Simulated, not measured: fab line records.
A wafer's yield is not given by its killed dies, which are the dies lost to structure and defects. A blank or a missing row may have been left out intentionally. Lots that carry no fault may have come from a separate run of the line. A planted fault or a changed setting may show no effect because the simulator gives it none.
Lot-split experiment / flow gf180mcu / on a route of 602 steps: 5 lots, 23 wafers read

== THE SPLIT ==
At GF_HV_LDD_COAT_14 (resist thk 1000 nm), the setting spin rpm was moved away from the recipe's 3000 rpm on 4 of the 23 wafers read, by +5.8% to +5.9%. The other wafers ran this setting at the recipe's value.

Reading taken at the split's own step.

== THE READING ==
NOVOLAK_of_HV_LDD_COAT_14.thk nm (the simulator's own value, which no gauge read), in nm, at GF_HV_LDD_COAT_14 (resist thk 1000 nm). The file does not state a usual value for it. Across the 19 wafers here that went through the recipe, the average is 1000.3 nm and the standard deviation 3.5 nm.

wafer=L076.1; tool, chamber at the split=litho track-02, 0; spin rpm as run, rpm=3174; against the recipe=+5.8%; NOVOLAK_of_HV_LDD_COAT_14.thk nm, nm=970; against lot-mates on the recipe=-28.5
wafer=L076.2; tool, chamber at the split=litho track-02, 0; spin rpm as run, rpm=3174; against the recipe=+5.8%; NOVOLAK_of_HV_LDD_COAT_14.thk nm, nm=968.4; against lot-mates on the recipe=-30.1
wafer=L076.3; tool, chamber at the split=litho track-02, 0; spin rpm as run, rpm=3000; against the recipe=recipe; NOVOLAK_of_HV_LDD_COAT_14.thk nm, nm=1001; against lot-mates on the recipe=-
wafer=L076.5; tool, chamber at the split=litho track-02, 0; spin rpm as run, rpm=3000; against the recipe=recipe; NOVOLAK_of_HV_LDD_COAT_14.thk nm, nm=996.4; against lot-mates on the recipe=-
wafer=L076.6; tool, chamber at the split=litho track-02, 0; spin rpm as run, rpm=3000; against the recipe=recipe; NOVOLAK_of_HV_LDD_COAT_14.thk nm, nm=998.1; against lot-mates on the recipe=-
wafer=L078.1; tool, chamber at the split=litho track-03, 0; spin rpm as run, rpm=3000; against the recipe=recipe; NOVOLAK_of_HV_LDD_COAT_14.thk nm, nm=1004; against lot-mates on the recipe=-
wafer=L078.4; tool, chamber at the split=litho track-03, 0; spin rpm as run, rpm=3000; against the recipe=recipe; NOVOLAK_of_HV_LDD_COAT_14.thk nm, nm=1004; against lot-mates on the recipe=-
wafer=L078.2; tool, chamber at the split=litho track-03, 0; spin rpm as run, rpm=3000; against the recipe=recipe; NOVOLAK_of_HV_LDD_COAT_14.thk nm, nm=1002; against lot-mates on the recipe=-
wafer=L078.3; tool, chamber at the split=litho track-03, 0; spin rpm as run, rpm=3000; against the recipe=recipe; NOVOLAK_of_HV_LDD_COAT_14.thk nm, nm=1003; against lot-mates on the recipe=-
wafer=L078.6; tool, chamber at the split=litho track-03, 0; spin rpm as run, rpm=3000; against the recipe=recipe; NOVOLAK_of_HV_LDD_COAT_14.thk nm, nm=1003; against lot-mates on the recipe=-
wafer=L080.1; tool, chamber at the split=litho track-03, 0; spin rpm as run, rpm=3000; against the recipe=recipe; NOVOLAK_of_HV_LDD_COAT_14.thk nm, nm=1005; against lot-mates on the recipe=-
wafer=L080.3; tool, chamber at the split=litho track-03, 0; spin rpm as run, rpm=3000; against the recipe=recipe; NOVOLAK_of_HV_LDD_COAT_14.thk nm, nm=1002; against lot-mates on the recipe=-
wafer=L080.5; tool, chamber at the split=litho track-03, 0; spin rpm as run, rpm=3000; against the recipe=recipe; NOVOLAK_of_HV_LDD_COAT_14.thk nm, nm=1006; against lot-mates on the recipe=-
wafer=L081.1; tool, chamber at the split=litho track-01, 0; spin rpm as run, rpm=3000; against the recipe=recipe; NOVOLAK_of_HV_LDD_COAT_14.thk nm, nm=996.2; against lot-mates on the recipe=-
wafer=L081.2; tool, chamber at the split=litho track-01, 0; spin rpm as run, rpm=3000; against the recipe=recipe; NOVOLAK_of_HV_LDD_COAT_14.thk nm, nm=996.1; against lot-mates on the recipe=-
wafer=L081.3; tool, chamber at the split=litho track-01, 0; spin rpm as run, rpm=3000; against the recipe=recipe; NOVOLAK_of_HV_LDD_COAT_14.thk nm, nm=995.4; against lot-mates on the recipe=-
wafer=L081.4; tool, chamber at the split=litho track-01, 0; spin rpm as run, rpm=3000; against the recipe=recipe; NOVOLAK_of_HV_LDD_COAT_14.thk nm, nm=996.6; against lot-mates on the recipe=-
wafer=L081.6; tool, chamber at the split=litho track-01, 0; spin rpm as run, rpm=3000; against the recipe=recipe; NOVOLAK_of_HV_LDD_COAT_14.thk nm, nm=994.4; against lot-mates on the recipe=-
wafer=L085.1; tool, chamber at the split=litho track-02, 0; spin rpm as run, rpm=3000; against the recipe=recipe; NOVOLAK_of_HV_LDD_COAT_14.thk nm, nm=1001; against lot-mates on the recipe=-
wafer=L085.3; tool, chamber at the split=litho track-02, 0; spin rpm as run, rpm=3000; against the recipe=recipe; NOVOLAK_of_HV_LDD_COAT_14.thk nm, nm=1001; against lot-mates on the recipe=-
wafer=L085.2; tool, chamber at the split=litho track-02, 0; spin rpm as run, rpm=3177; against the recipe=+5.9%; NOVOLAK_of_HV_LDD_COAT_14.thk nm, nm=975; against lot-mates on the recipe=-25.7
wafer=L085.5; tool, chamber at the split=litho track-02, 0; spin rpm as run, rpm=3177; against the recipe=+5.9%; NOVOLAK_of_HV_LDD_COAT_14.thk nm, nm=978.4; against lot-mates on the recipe=-22.3
wafer=L085.6; tool, chamber at the split=litho track-02, 0; spin rpm as run, rpm=3000; against the recipe=recipe; NOVOLAK_of_HV_LDD_COAT_14.thk nm, nm=1000; against lot-mates on the recipe=-

FIT RESULTS
A straight line over all 23 wafers: NOVOLAK_of_HV_LDD_COAT_14.thk nm changes by -4.66 nm for each +1% of spin rpm; r = -0.94; the points scatter about the line by 3.8 nm.
The same after taking each lot's own level away (the mean of its wafers on the recipe; 23 wafers): -4.55 nm for each +1%; r = -0.99; scatter 1.8 nm.
Per that fit: largest spin rpm move, reading shift of 27 nm.
The span of the lots' own levels, 995.74 to 1004.33 nm, comes to 2.5 times the standard deviation stated above.
So the lot-to-lot level changes the slope little: the two slopes agree.
Check: for one of the wafers moved furthest among these (+5.9%), held out of the fit, the line's prediction against its lot-mates is -27.2 nm. Against them it came out at -25.7 nm.

== FURTHER SPLITS ON THESE WAFERS ==
Other splits were also applied to these wafers ahead of the reading. Each is held against what the fit with the lots' levels taken away leaves over:
other split on the same wafers=GF_HV_LDD_EXPOSE_04 dose mj; wafers away from the commonest value=6; r with NOVOLAK_of_HV_LDD_COAT_14.thk nm (lot level and that fit taken away)=+0.54

== THE WHOLE CHAIN: every reading that the file lists as answering this split, in the file's order ==
step=GF_HV_LDD_COAT_14; what it does=resist thk 1000 nm; reading=NOVOLAK_of_HV_LDD_COAT_14.thk nm (the simulator's own value, which no gauge read); change (the file's fit)=-4.54 nm for each +1% of the setting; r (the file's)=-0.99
step=GF_HV_LDD_STRIP_22; what it does=strips in O2/N2; reading=strip time to endpoint s; change (the file's fit)=withheld for each +1% of the setting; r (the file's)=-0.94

== FILE'S OWN FIT ==
NOVOLAK_of_HV_LDD_COAT_14.thk nm changes by -4.54 nm for each +1% of spin rpm, r = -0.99.
